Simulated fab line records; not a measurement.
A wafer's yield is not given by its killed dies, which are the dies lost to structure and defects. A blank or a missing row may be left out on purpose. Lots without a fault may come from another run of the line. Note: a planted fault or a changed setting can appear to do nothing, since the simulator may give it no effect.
fab line records	flow sky130
record: lots: 11	wafers: 32	last-day: 50
route steps=708 shown LOCAL_INTERCONNECT@400 METAL1@437 VIA1@458 PAD_OPEN@708
lots with no fault: from the same line, run without faults
start-h: the number of hours between the record's first day and the start of the first shown wafer of the lot	wait-h: how many hours have passed since the lot's step before this one	" repeats the value in the row above	L1.1+2: a row that stands for several wafers	- either no value or no given start	* or withheld: withheld	< > ~ a bound
route shown NAME@n: names a module that has steps shown in the file, with the first one's number in the route	usual: the fault-free wafers' mean and standard deviation	same: alike in all rows	chamber/n: place in a boat	sites: readings site by site	_std_site: standard deviation of those values	_edge_site: inner sites' mean taken away from outer sites' mean	radius-mm: for every site, how far away it sits from the centre of the wafer	mask NAME#n: copy n	behind: the most recent tool/chamber to have shaped the wafer	hold: why the lot was held/for how many hours/how that ended	device: which transistor (n, p or np) failed to switch	end of line: tests run on the same wafers once the route is complete	a step with no rows: only its recipe	killed: dies lost to structure and defects at the first sort, not the wafer's yield	map: shows each die of a wafer: x if killed, . if not, _ if none is there
set.NAME: setting as actually run; set.NAME@STEP: the setting as run at that earlier step	model.NAME: the simulator's own value behind a step, which no gauge read
steps of the route over a sample of lots; a table a step, a row a wafer
services: when a tool's chamber went out of use (start-h, in hours from the record's first day, below 0 if earlier), for how many hours, and the reason
== steps ==
step: SKY_LOCAL_INTERCONNECT_ETCH_13
recipe: chemistry: N2/H2	target: BARC	ion-energy-ev: 200	bias-w: 100	pressure-mtorr: 30	n2-flow-sccm: 100	h2-flow-sccm: 200	icp-w: 500	stop-on: SiO2	time-s: 45.9	target-depth-a: 600
usual: drypump-motor-current-A: 5.54/0.28	n2-flow-sccm: 100.0/0.31	oes-product-au: 0.855/0.0044	throttle-valve-pct: 13.226/0.0081
lot.wafer	tool	chamber	start-h	wait-h	drypump-motor-current-A	n2-flow-sccm	oes-product-au	rf-hours-counter-h	throttle-valve-pct
L531.1	rie-metal-02	1	705.47	0.0	5.81	99.9	0.858	12	13.226
L531.2	"	0	"	"	5.29	99.5	0.848	2	13.238
L531.5	"	0	"	"	5.28	99.9	0.847	-	13.228
L532.2	rie-metal-04	0	714.36	0.0	5.85	100.1	0.855	2	13.226
L532.3	"	0	"	"	5.84	100.1	0.857	-	13.238
L532.5	"	0	"	"	5.85	100.4	0.853	-	13.215
L533.3	rie-metal-04	1	717.59	0.0	5.24	100.2	0.847	-	13.226
L533.5	"	1	"	"	5.24	99.8	0.855	-	13.232
L533.6	"	0	"	"	5.88	99.7	0.857	-	13.235
L534.3	rie-metal-04	1	731.76	0.0	5.27	100.5	0.862	-	13.203
L534.4	"	0	"	"	5.87	100.4	0.852	-	13.226
L534.5	"	0	"	"	5.88	99.4	0.857	-	13.238
L537.1	rie-metal-02	1	751.81	0.0	5.82	100.1	0.850	14	13.234
L537.2	"	0	"	"	5.28	99.8	0.847	4	13.223
L537.3	"	1	"	"	5.81	99.6	0.850	-	13.219
L541.4	rie-metal-04	0	788.66	0.0	5.85	99.5	0.854	-	13.231
L541.5	"	1	"	"	5.21	100.0	0.852	-	13.232
L541.6	"	0	"	"	5.85	99.8	0.852	-	13.222
L543.1	rie-metal-04	0	805.59	0.0	5.84	99.8	0.854	5	13.217
L543.5	"	1	"	"	5.25	100.4	0.856	-	13.234
L551.2	rie-metal-02	0	862.49	0.0	5.30	100.2	0.860	-	13.216
L551.4	"	0	"	"	5.31	100.2	0.863	-	13.216
L551.6	"	0	"	"	5.30	100.9	0.860	-	13.245
L554.1	rie-metal-02	1	882.66	0.0	5.79	100.2	0.859	1	13.225
L554.4	"	1	"	"	5.81	99.8	0.852	-	13.211
L554.5	"	1	"	"	5.79	99.9	0.859	-	13.223
L552.1	rie-metal-04	0	886.81	0.0	5.88	99.9	0.858	9	13.235
L552.3	"	0	"	"	5.85	99.5	0.854	-	13.220
L552.6	"	1	"	"	5.21	99.9	0.857	-	13.224
L553.1	rie-metal-02	0	886.99	0.0	5.28	99.8	0.851	10	13.225
L553.2	"	1	"	"	5.85	100.4	0.855	1	13.217
L553.4	"	0	"	"	5.28	99.8	0.853	-	13.225
step: SKY_METAL1_SPUTTER_03
recipe: material: Ti	target-thk-nm: 5	power-w: 3000	time-s: 3.3	chamber-pressure-pa: 0.4
usual: cathode-dc-power-W: 3000.1/0.58	throttle-valve-pct: 29.8/1.1
lot.wafer	tool	chamber	start-h	wait-h	cathode-dc-power-W	throttle-valve-pct
L531.1	pvd-sputter-04	-	735.55	0.0	2999.6	30.3
L531.2	"	-	"	"	2999.7	27.7
L531.5	"	-	"	"	3000.7	29.0
L532.2	pvd-sputter-02	-	744.87	0.0	2999.4	31.1
L532.3	"	-	"	"	3000.4	29.9
L532.5	"	-	"	"	2998.6	31.4
L533.3	pvd-sputter-04	-	748.08	0.0	3000.2	27.5
L533.5	"	-	"	"	3000.2	30.1
L533.6	"	-	"	"	3000.2	29.2
L534.3	pvd-sputter-02	-	760.82	0.0	2999.5	27.7
L534.4	"	-	"	"	2999.1	29.7
L534.5	"	-	"	"	2999.4	31.0
L537.1	pvd-sputter-02	-	781.81	0.0	3000.1	29.3
L537.2	"	-	"	"	3000.1	29.8
L537.3	"	-	"	"	3001.0	27.6
L541.4	pvd-sputter-04	-	818.28	0.0	3000.1	30.0
L541.5	"	-	"	"	2999.5	29.3
L541.6	"	-	"	"	3000.2	30.1
L543.1	pvd-sputter-04	-	834.70	0.0	3000.1	29.3
L543.5	"	-	"	"	2999.8	27.5
L551.2	pvd-sputter-03	-	891.44	0.0	3001.5	30.5
L551.4	"	-	"	"	2999.6	29.9
L551.6	"	-	"	"	3000.3	31.2
L554.1	pvd-sputter-02	-	911.90	0.0	2999.6	30.1
L554.4	"	-	"	"	3000.4	29.4
L554.5	"	-	"	"	2999.7	29.3
L552.1	pvd-sputter-02	-	915.42	0.0	2999.9	31.4
L552.3	"	-	"	"	2999.9	29.3
L552.6	"	-	"	"	3000.0	31.1
L553.1	pvd-sputter-03	-	916.02	0.0	3000.2	31.4
L553.2	"	-	"	"	3000.2	30.2
L553.4	"	-	"	"	3000.1	31.1
step: SKY_VIA1_HDPCVD_00
recipe: material: SiO2	target-thk-nm: 1030	sigma-open-frac: 0.3	time-s: 171.7	temp-c: 400	sih4-flow-sccm: 60	pressure-mtorr: 6
usual: run-length-s: 199.6/0.54
lot.wafer	tool	chamber	start-h	wait-h	run-length-s
L531.1	hdpcvd-02	2	763.40	0.0	200.6
L531.2	"	0	"	"	199.4
L531.5	"	2	"	"	200.1
L532.2	hdpcvd-01	0	772.89	0.0	199.7
L532.3	"	0	"	"	199.2
L532.5	"	2	"	"	199.0
L533.3	hdpcvd-02	2	775.89	0.0	200.5
L533.5	"	0	"	"	198.8
L533.6	"	2	"	"	200.3
L534.3	hdpcvd-01	0	789.06	0.0	199.7
L534.4	"	0	"	"	199.7
L534.5	"	2	"	"	199.1
L537.1	hdpcvd-01	1	809.85	0.0	199.7
L537.2	"	0	"	"	200.2
L537.3	"	2	"	"	199.3
L541.4	hdpcvd-01	2	845.17	0.1	199.9
L541.5	"	1	"	"	155.9
L541.6	"	0	"	"	199.2
L543.1	hdpcvd-01	1	862.19	0.0	155.7
L543.5	"	2	"	"	155.6
L551.2	hdpcvd-02	2	918.43	0.0	200.9
L551.4	"	2	"	"	200.5
L551.6	"	1	"	"	199.5
L554.1	hdpcvd-02	2	937.64	0.0	200.6
L554.4	"	0	"	"	198.9
L554.5	"	1	"	"	199.5
L552.1	hdpcvd-02	1	940.90	0.0	199.8
L552.3	"	2	"	"	201.2
L552.6	"	0	"	"	198.9
L553.1	hdpcvd-01	1	942.49	0.0	200.1
L553.2	"	0	"	"	200.0
L553.4	"	0	"	"	199.5
step: SKY_VIA1_THK_MEAS_01
recipe: reads: SiO2_of_VIA1_HDPCVD_00
usual: VIA1_HDPCVD_THK: 1034/10
lot.wafer	tool	chamber	start-h	wait-h	hold	VIA1_HDPCVD_THK[nm]
L531.1	film-metro-02	-	763.51	0.1	-	1041
L531.2	"	-	"	"	-	1032
L531.5	"	-	"	"	-	1059
L532.2	film-metro-01	-	773.06	0.1	-	1036
L532.3	"	-	"	"	-	1028
L532.5	"	-	"	"	-	1029
L533.3	film-metro-02	-	776.02	0.1	-	1051
L533.5	"	-	"	"	-	1042
L533.6	"	-	"	"	-	1043
L534.3	film-metro-04	-	789.19	0.1	-	1024
L534.4	"	-	"	"	-	1031
L534.5	"	-	"	"	-	1041
L537.1	film-metro-04	-	809.96	0.1	-	1029
L537.2	"	-	"	"	-	1024
L537.3	"	-	"	"	-	1026
L541.4	film-metro-02	-	845.25	0.0	await-dispo/0.2h/release	1032
L541.5	"	-	"	"	await-dispo/0.2h/release	773
L541.6	"	-	"	"	await-dispo/0.2h/release	1020
L541.4	film-metro-02	-	845.48	0.2	-	1033
L541.5	"	-	"	"	-	773
L541.6	"	-	"	"	-	1019
L543.1	film-metro-01	-	862.30	0.1	await-dispo/0.2h/release	769
L543.5	"	-	"	"	await-dispo/0.2h/release	773
L543.1	film-metro-01	-	862.53	0.2	-	769
L543.5	"	-	"	"	-	774
L551.2	film-metro-02	-	918.56	0.1	-	1032
L551.4	"	-	"	"	-	1039
L551.6	"	-	"	"	-	1019
L554.1	film-metro-04	-	937.75	0.1	-	1024
L554.4	"	-	"	"	-	1039
L554.5	"	-	"	"	-	1037
L552.1	film-metro-01	-	941.01	0.1	-	1019
L552.3	"	-	"	"	-	1032
L552.6	"	-	"	"	-	1036
L553.1	film-metro-01	-	942.60	0.1	-	1035
L553.2	"	-	"	"	-	1026
L553.4	"	-	"	"	-	1040
step: SKY_VIA1_SPUTTER_20
recipe: material: TiN	target-thk-nm: 20	chamber-pressure-pa: 5	power-w: 4000	time-s: 80
usual: cathode-dc-power-W: 4000.0/0.71	throttle-valve-pct: 29.7/1
lot.wafer	tool	chamber	start-h	wait-h	cathode-dc-power-W	throttle-valve-pct
L531.1	pvd-sputter-01	-	792.27	0.0	4000.1	29.6
L531.2	"	-	"	"	4000.5	29.5
L531.5	"	-	"	"	4000.0	28.4
L532.2	pvd-sputter-01	-	800.16	0.0	4000.8	29.3
L532.3	"	-	"	"	4000.2	29.5
L532.5	"	-	"	"	4000.2	29.5
L533.3	pvd-sputter-01	-	803.25	0.0	3999.8	29.0
L533.5	"	-	"	"	4000.0	29.0
L533.6	"	-	"	"	3999.6	28.3
L534.3	pvd-sputter-01	-	816.75	0.0	3999.8	29.0
L534.4	"	-	"	"	4000.1	28.5
L534.5	"	-	"	"	4000.8	29.6
L537.1	pvd-sputter-03	-	837.49	0.0	3999.5	30.0
L537.2	"	-	"	"	4000.2	31.4
L537.3	"	-	"	"	3999.3	31.1
L541.4	pvd-sputter-02	-	872.39	0.0	4000.8	31.4
L541.5	"	-	"	"	3999.3	31.3
L541.6	"	-	"	"	3999.8	29.5
L543.1	pvd-sputter-02	-	889.56	0.0	4000.2	31.2
L543.5	"	-	"	"	4000.6	29.5
L551.2	pvd-sputter-03	-	944.93	0.0	3999.3	30.2
L551.4	"	-	"	"	4000.7	31.3
L551.6	"	-	"	"	4000.3	30.0
L554.1	pvd-sputter-02	-	964.71	0.0	4000.1	29.9
L554.4	"	-	"	"	4001.1	28.1
L554.5	"	-	"	"	3998.9	31.1
L552.1	pvd-sputter-03	-	967.09	0.0	3999.7	31.3
L552.3	"	-	"	"	3999.8	30.2
L552.6	"	-	"	"	4000.4	31.3
L553.1	pvd-sputter-01	-	967.62	0.0	4000.0	29.9
L553.2	"	-	"	"	4001.1	29.2
L553.4	"	-	"	"	4000.9	28.4
step: SKY_PAD_OPEN_PROBE_99
usual: defect-limited-yield: 82.4/2	killed_at_M0_to_M3: 44/6.5	killed_at_M4_up: 3.3/1.7	killed-at-contacts: 25/5.3	killed-at-front-end: 15/5	killed-at-other: 0.2/0.47	killed-dies: 87/9.9	killed-open: 47/8	killed-short: 39/6.1	sort_bin_3_pad_short: 0.9/0.43	sort_bin_5_function: 10.4/1.5	sort_bin_6_memory: 6.2/1.2	sort-n-pass: 405/9.9	sort-yield-pct: 82.4/2
same: gross-dies: 492	killed-at-back-side: 0	sort_bin_4_leakage[%]: 0	sort_bin_8_speed[%]: 0
lot.wafer	tool	chamber	start-h	wait-h	hold	defect-limited-yield[%]	killed_at_M0_to_M3	killed_at_M4_up	killed-at-contacts	killed-at-front-end	killed-at-other	killed-dies	killed-open	killed-short	sort_bin_3_pad_short[%]	sort_bin_5_function[%]	sort_bin_6_memory[%]	sort-n-pass	sort-yield-pct[%]
L531.1	prober-01	-	1075.39	0.1	-	79.5	51	1	26	23	0	101	62	39	0.8	12.8	6.9	391	79.5
L531.2	prober-01	-	1075.44	0.1	-	79.5	62	4	23	12	0	101	63	38	1.4	12.0	7.1	391	79.5
L531.5	prober-01	-	1075.59	0.2	-	81.3	43	0	26	23	0	92	57	35	0.8	11.6	6.3	400	81.3
L532.2	prober-02	-	1081.83	0.1	-	83.7	39	3	22	16	0	80	42	38	1.0	8.7	6.5	412	83.7
L532.3	prober-02	-	1081.88	0.2	-	82.3	44	4	24	15	0	87	47	40	0.4	10.4	6.9	405	82.3
L532.5	prober-02	-	1081.98	0.2	-	81.1	45	5	22	21	0	93	51	42	1.0	11.8	6.1	399	81.1
L533.3	prober-01	-	1085.83	0.2	-	81.5	44	1	34	12	0	91	53	38	0.6	12.0	5.9	401	81.5
L533.5	prober-01	-	1085.93	0.2	-	78.7	51	3	39	12	0	105	61	44	2.0	11.4	7.9	387	78.7
L533.6	prober-01	-	1085.98	0.2	-	86.4	43	1	16	7	0	67	28	39	0.6	9.6	3.5	425	86.4
L534.3	prober-02	-	1092.58	0.2	-	83.1	43	4	20	16	0	83	40	43	1.4	9.6	5.9	409	83.1
L534.4	prober-02	-	1092.63	0.2	-	76.4	53	2	33	27	1	116	65	51	1.4	13.2	8.9	376	76.4
L534.5	prober-02	-	1092.68	0.2	-	82.3	44	1	26	16	0	87	49	38	1.2	10.2	6.3	405	82.3
L537.1	prober-01	-	1113.48	0.1	-	84.6	39	1	24	12	0	76	43	33	0.4	10.6	4.5	416	84.6
L537.2	prober-01	-	1113.53	0.1	-	83.9	42	4	18	15	0	79	41	38	0.8	11.6	3.7	413	83.9
L537.3	prober-01	-	1113.58	0.2	-	82.3	46	3	24	14	0	87	49	38	1.0	11.4	5.3	405	82.3
L541.4	prober-01	-	1135.39	0.2	-	84.3	39	1	29	7	1	77	43	34	1.8	8.9	4.9	415	84.3
L541.5	prober-01	-	1135.44	0.2	-	79.3	59	5	27	11	0	102	55	47	1.2	13.2	6.3	390	79.3
L541.6	prober-01	-	1135.49	0.2	-	83.9	38	3	24	14	0	79	46	33	0.6	8.9	6.5	413	83.9
L543.1	prober-01	-	1151.22	0.1	await-dispo/1.6h/release	81.7	47	5	25	13	0	90	43	47	1.6	9.6	7.1	402	81.7
L543.5	prober-01	-	1151.42	0.2	await-dispo/1.6h/release	86.0	33	2	19	15	0	69	36	33	1.0	6.3	6.7	423	86.0
L551.2	prober-01	-	1188.87	0.1	-	85.4	35	2	24	11	0	72	43	29	1.0	8.3	5.3	420	85.4
L551.4	prober-01	-	1188.97	0.2	-	81.3	54	3	25	10	0	92	43	49	1.2	10.0	7.5	400	81.3
L551.6	prober-01	-	1189.07	0.2	-	83.1	43	4	25	11	0	83	50	33	0.4	10.4	6.1	409	83.1
L554.1	prober-02	-	1200.39	0.1	-	80.7	42	2	29	21	1	95	56	39	0.8	11.0	7.5	397	80.7
L554.4	prober-02	-	1200.54	0.2	-	81.7	42	5	31	12	0	90	50	40	1.0	11.8	5.5	402	81.7
L554.5	prober-02	-	1200.59	0.2	-	81.3	51	3	27	11	0	92	61	31	1.8	10.2	6.7	400	81.3
L552.1	prober-01	-	1202.13	0.1	-	82.3	44	2	19	22	0	87	54	33	1.4	10.0	6.3	405	82.3
L552.3	prober-01	-	1202.23	0.2	-	81.7	43	2	30	15	0	90	45	45	0.8	12.4	5.1	402	81.7
L552.6	prober-01	-	1202.38	0.2	-	81.9	47	5	19	18	0	89	50	39	0.6	12.0	5.5	403	81.9
L553.1	prober-02	-	1203.63	0.1	-	81.7	44	1	28	16	1	90	49	41	1.0	11.4	5.9	402	81.7
L553.2	prober-02	-	1203.68	0.1	-	81.7	35	6	33	16	0	90	48	42	1.2	11.6	5.5	402	81.7
L553.4	prober-02	-	1203.78	0.2	-	82.9	36	4	31	11	2	84	43	41	1.4	9.1	6.5	408	82.9
killed by level:class
L531.1 CONTACT:geometric-particle:open=13 VIA1:geometric-particle:open=13 FIELD_ISO:geometric-particle:short=8 FIELD_ISO:geometric-particle:open=8 LI_CONTACT:geometric-particle:open=8 VIA2:geometric-particle:open=7 VIA1:geometric-particle:short=6 POLY_GATE:geometric-particle:short=5
L531.2 VIA2:geometric-particle:open=12 CONTACT:geometric-particle:open=11 VIA1:geometric-particle:open=10 VIA3:geometric-particle:open=9 VIA1:geometric-particle:short=8 METAL1:geometric-particle:short=8 LI_CONTACT:geometric-particle:open=5 VIA3:geometric-particle:short=5
L531.5 VIA1:geometric-particle:open=12 CONTACT:geometric-particle:open=8 FIELD_ISO:geometric-particle:open=8 LI_CONTACT:geometric-particle:open=8 POLY_GATE:geometric-particle:open=6 VIA2:geometric-particle:open=6 METAL1:geometric-particle:short=5 VIA1:geometric-particle:short=5
L532.2 VIA1:geometric-particle:open=11 VIA1:geometric-particle:short=8 LI_CONTACT:geometric-particle:open=7 CONTACT:geometric-particle:short=6 CONTACT:geometric-particle:open=6 FIELD_ISO:geometric-particle:open=5 METAL2:geometric-particle:short=5 METAL1:geometric-particle:short=4
L532.3 METAL2:geometric-particle:short=10 LI_CONTACT:geometric-particle:open=8 CONTACT:geometric-particle:open=8 VIA2:geometric-particle:open=7 VIA3:geometric-particle:open=7 LOCAL_INTERCONNECT:geometric-particle:short=6 FIELD_ISO:geometric-particle:open=5 FIELD_ISO:geometric-particle:short=5
L532.5 VIA1:geometric-particle:open=11 FIELD_ISO:geometric-particle:short=8 FIELD_ISO:geometric-particle:open=7 LOCAL_INTERCONNECT:geometric-particle:short=6 LI_CONTACT:geometric-particle:open=6 CONTACT:geometric-particle:open=6 VIA2:geometric-particle:short=5 METAL1:geometric-particle:short=5
L533.3 CONTACT:geometric-particle:open=14 LI_CONTACT:geometric-particle:open=11 VIA2:geometric-particle:open=10 METAL1:geometric-particle:short=7 VIA1:geometric-particle:open=6 CONTACT:geometric-particle:short=6 VIA3:geometric-particle:open=6 VIA1:geometric-particle:short=4
L533.5 VIA1:geometric-particle:open=16 CONTACT:geometric-particle:open=13 VIA3:geometric-particle:open=10 LI_CONTACT:geometric-particle:open=9 CONTACT:geometric-particle:short=9 METAL1:geometric-particle:short=7 LOCAL_INTERCONNECT:geometric-particle:short=5 POLY_GATE:geometric-particle:short=4
L533.6 VIA1:geometric-particle:open=12 METAL1:geometric-particle:short=8 CONTACT:geometric-particle:short=7 CONTACT:geometric-particle:open=4 VIA1:geometric-particle:short=4 VIA3:geometric-particle:open=4 FIELD_ISO:geometric-particle:short=3 LI_CONTACT:geometric-particle:open=3
L534.3 VIA1:geometric-particle:open=10 LI_CONTACT:geometric-particle:open=9 METAL1:geometric-particle:short=7 VIA2:geometric-particle:open=6 VIA3:geometric-particle:short=5 CONTACT:geometric-particle:open=4 METAL4:geometric-particle:short=4 FIELD_ISO:geometric-particle:short=3
L534.4 CONTACT:geometric-particle:open=10 LI_CONTACT:geometric-particle:open=10 FIELD_ISO:geometric-particle:open=9 METAL2:geometric-particle:short=9 VIA1:geometric-particle:open=9 VIA2:geometric-particle:open=8 CONTACT:geometric-particle:short=6 VIA1:geometric-particle:short=6
L534.5 CONTACT:geometric-particle:open=10 VIA1:geometric-particle:open=10 LI_CONTACT:geometric-particle:open=7 VIA2:geometric-particle:open=6 FIELD_ISO:geometric-particle:short=5 METAL1:geometric-particle:short=5 VIA3:geometric-particle:open=5 CONTACT:geometric-particle:short=4
L537.1 VIA1:geometric-particle:open=10 LI_CONTACT:geometric-particle:open=8 CONTACT:geometric-particle:open=8 VIA2:geometric-particle:short=5 VIA2:geometric-particle:open=5 VIA3:geometric-particle:open=5 POLY_GATE:geometric-particle:short=4 METAL1:geometric-particle:short=4
L537.2 VIA1:geometric-particle:open=10 VIA2:geometric-particle:open=9 CONTACT:geometric-particle:open=7 METAL1:geometric-particle:short=6 METAL2:geometric-particle:short=6 FIELD_ISO:geometric-particle:short=4 SONOS_ONO:geometric-particle:open=4 LOCAL_INTERCONNECT:geometric-particle:short=4
L537.3 VIA1:geometric-particle:open=10 LI_CONTACT:geometric-particle:open=9 VIA2:geometric-particle:open=8 METAL2:geometric-particle:short=7 VIA1:geometric-particle:short=7 CONTACT:geometric-particle:open=6 FIELD_ISO:geometric-particle:open=4 VIA3:geometric-particle:open=4
L541.4 VIA1:geometric-particle:open=13 CONTACT:geometric-particle:open=9 LI_CONTACT:geometric-particle:open=8 METAL1:geometric-particle:short=8 CONTACT:geometric-particle:short=4 VIA3:geometric-particle:open=4 LI_CONTACT:geometric-particle:short=3 LOCAL_INTERCONNECT:geometric-particle:short=3
L541.5 VIA1:geometric-particle:open=17 METAL1:geometric-particle:short=12 CONTACT:geometric-particle:open=10 VIA2:geometric-particle:open=10 VIA1:geometric-particle:short=6 POLY_GATE:geometric-particle:open=5 METAL2:geometric-particle:short=5 LI_CONTACT:geometric-particle:open=4
L541.6 CONTACT:geometric-particle:open=9 VIA1:geometric-particle:open=7 VIA2:geometric-particle:open=7 FIELD_ISO:geometric-particle:open=5 LI_CONTACT:geometric-particle:open=5 VIA3:geometric-particle:open=5 FIELD_ISO:geometric-particle:short=4 LI_CONTACT:geometric-particle:short=4
L543.1 VIA1:geometric-particle:open=15 CONTACT:geometric-particle:open=11 METAL2:geometric-particle:short=8 FIELD_ISO:geometric-particle:short=7 VIA1:geometric-particle:short=7 CONTACT:geometric-particle:short=6 VIA3:geometric-particle:open=6 LOCAL_INTERCONNECT:geometric-particle:short=4
L543.5 LI_CONTACT:geometric-particle:open=7 VIA1:geometric-particle:open=6 VIA1:geometric-particle:short=6 LI_CONTACT:geometric-particle:short=5 CONTACT:geometric-particle:open=4 METAL2:geometric-particle:short=4 METAL1:geometric-particle:short=4 FIELD_ISO:geometric-particle:open=3
L551.2 VIA1:geometric-particle:open=11 LI_CONTACT:geometric-particle:open=10 FIELD_ISO:geometric-particle:open=6 METAL1:geometric-particle:short=5 VIA1:geometric-particle:short=5 POLY_GATE:geometric-particle:short=4 CONTACT:geometric-particle:open=4 VIA3:geometric-particle:open=4
L551.4 VIA1:geometric-particle:open=15 CONTACT:geometric-particle:open=9 METAL1:geometric-particle:short=9 VIA1:geometric-particle:short=8 VIA2:geometric-particle:open=6 LI_CONTACT:geometric-particle:open=5 LOCAL_INTERCONNECT:geometric-particle:short=5 METAL2:geometric-particle:short=5
L551.6 CONTACT:geometric-particle:open=12 VIA1:geometric-particle:open=11 VIA3:geometric-particle:open=9 CONTACT:geometric-particle:short=7 VIA1:geometric-particle:short=5 VIA2:geometric-particle:open=4 METAL1:geometric-particle:short=4 FIELD_ISO:geometric-particle:open=3
L554.1 CONTACT:geometric-particle:open=12 LI_CONTACT:geometric-particle:open=9 VIA1:geometric-particle:open=9 METAL2:geometric-particle:short=8 VIA1:geometric-particle:short=7 FIELD_ISO:geometric-particle:open=6 FIELD_ISO:geometric-particle:short=4 POLY_GATE:geometric-particle:open=4
L554.4 LI_CONTACT:geometric-particle:open=10 CONTACT:geometric-particle:open=10 VIA1:geometric-particle:open=7 VIA3:geometric-particle:open=7 METAL2:geometric-particle:short=5 LI_CONTACT:geometric-particle:short=4 VIA1:geometric-particle:short=4 CONTACT:geometric-particle:short=4
L554.5 VIA2:geometric-particle:open=14 LI_CONTACT:geometric-particle:open=11 VIA1:geometric-particle:open=9 VIA1:geometric-particle:short=8 CONTACT:geometric-particle:open=8 METAL2:geometric-particle:short=6 VIA3:geometric-particle:open=6 LI_CONTACT:geometric-particle:short=4
L552.1 VIA1:geometric-particle:open=13 CONTACT:geometric-particle:open=9 FIELD_ISO:geometric-particle:open=6 FIELD_ISO:geometric-particle:short=5 VIA3:geometric-particle:open=5 VIA2:geometric-particle:open=5 VIA3:geometric-particle:short=5 POLY_GATE:geometric-particle:open=4
L552.3 CONTACT:geometric-particle:open=10 VIA1:geometric-particle:open=10 VIA1:geometric-particle:short=7 LI_CONTACT:geometric-particle:open=7 METAL1:geometric-particle:short=5 VIA2:geometric-particle:open=5 FIELD_ISO:geometric-particle:short=4 LI_CONTACT:geometric-particle:short=4
L552.6 VIA1:geometric-particle:open=14 FIELD_ISO:geometric-particle:short=8 CONTACT:geometric-particle:open=8 METAL1:geometric-particle:short=7 VIA1:geometric-particle:short=6 VIA2:geometric-particle:open=6 VIA3:geometric-particle:open=6 LOCAL_INTERCONNECT:geometric-particle:short=5
L553.1 VIA1:geometric-particle:open=11 LI_CONTACT:geometric-particle:open=9 LOCAL_INTERCONNECT:geometric-particle:short=8 VIA2:geometric-particle:open=7 CONTACT:geometric-particle:short=6 VIA3:geometric-particle:open=6 METAL1:geometric-particle:short=5 FIELD_ISO:geometric-particle:open=4
L553.2 CONTACT:geometric-particle:open=14 VIA1:geometric-particle:open=8 LOCAL_INTERCONNECT:geometric-particle:short=8 METAL2:geometric-particle:short=8 VIA3:geometric-particle:open=8 CONTACT:geometric-particle:short=5 FIELD_ISO:geometric-particle:short=4 LI_CONTACT:geometric-particle:open=4
L553.4 CONTACT:geometric-particle:open=13 VIA1:geometric-particle:open=9 METAL2:geometric-particle:short=8 LI_CONTACT:geometric-particle:open=5 CONTACT:geometric-particle:short=5 VIA2:geometric-particle:open=5 VIA3:geometric-particle:open=5 LOCAL_INTERCONNECT:geometric-particle:short=4
== services ==
tool	chamber	start-h	hours	kind
rie-metal-04	1	682.44	-	clean
rie-metal-04	1	682.44	16.6	scheduled-down
hdpcvd-01	0	689.20	4.0	repair
pvd-sputter-01	-	708.23	2.4	repair
pvd-sputter-04	-	716.66	0.8	repair
hdpcvd-01	1	727.54	4.3	repair
rie-metal-02	0	730.05	3.7	repair
rie-metal-02	-	748.84	2.8	pm
hdpcvd-01	1	764.83	16.7	repair
hdpcvd-02	0	779.83	58.9	repair
rie-metal-02	1	795.94	5.3	repair
rie-metal-02	0	799.55	5.7	repair
pvd-sputter-03	-	802.66	5.0	repair
rie-metal-02	-	804.40	1.4	pm
hdpcvd-01	-	805.18	0.7	repair
hdpcvd-02	1	806.67	4.2	repair
hdpcvd-02	-	810.89	2.8	pm
pvd-sputter-02	-	826.13	1.9	repair
rie-metal-04	-	827.30	1.4	pm
hdpcvd-02	-	837.77	0.8	pm
hdpcvd-02	2	846.16	8.6	repair
hdpcvd-01	2	870.17	2.7	repair
pvd-sputter-02	-	881.88	6.8	repair
hdpcvd-01	-	950.25	15.0	pm
== key ==
first-sign: step: SKY_VIA1_HDPCVD_00	reading: run-length-s	direction: down	sigmas: 81	usual: *	struck: *
effect: step: SKY_VIA1_THK_MEAS_01	reading: visit	direction: added
effect: step: SKY_VIA1_THK_MEAS_01	reading: VIA1_HDPCVD_THK	direction: down	sigmas: 25	usual: 1034	struck: 772
met-at SKY_VIA1_HDPCVD_00
struck-lots L541,L543
struck-wafers L541.5,L543.1,L543.5
not-acting-at SKY_LOCAL_INTERCONNECT_ETCH_13,SKY_METAL1_SPUTTER_03,SKY_VIA1_SPUTTER_20
onset-between 809.85 845.17
fault: kind: process-parameter-drift	tool: hdpcvd-01	chamber: -	onset-h: 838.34	steps: SKY_VIA1_HDPCVD_00	channel: time-s	offset: *	shape: step	end-h: 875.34	scope: struck-wafers-only	acts-in: *	stated: *
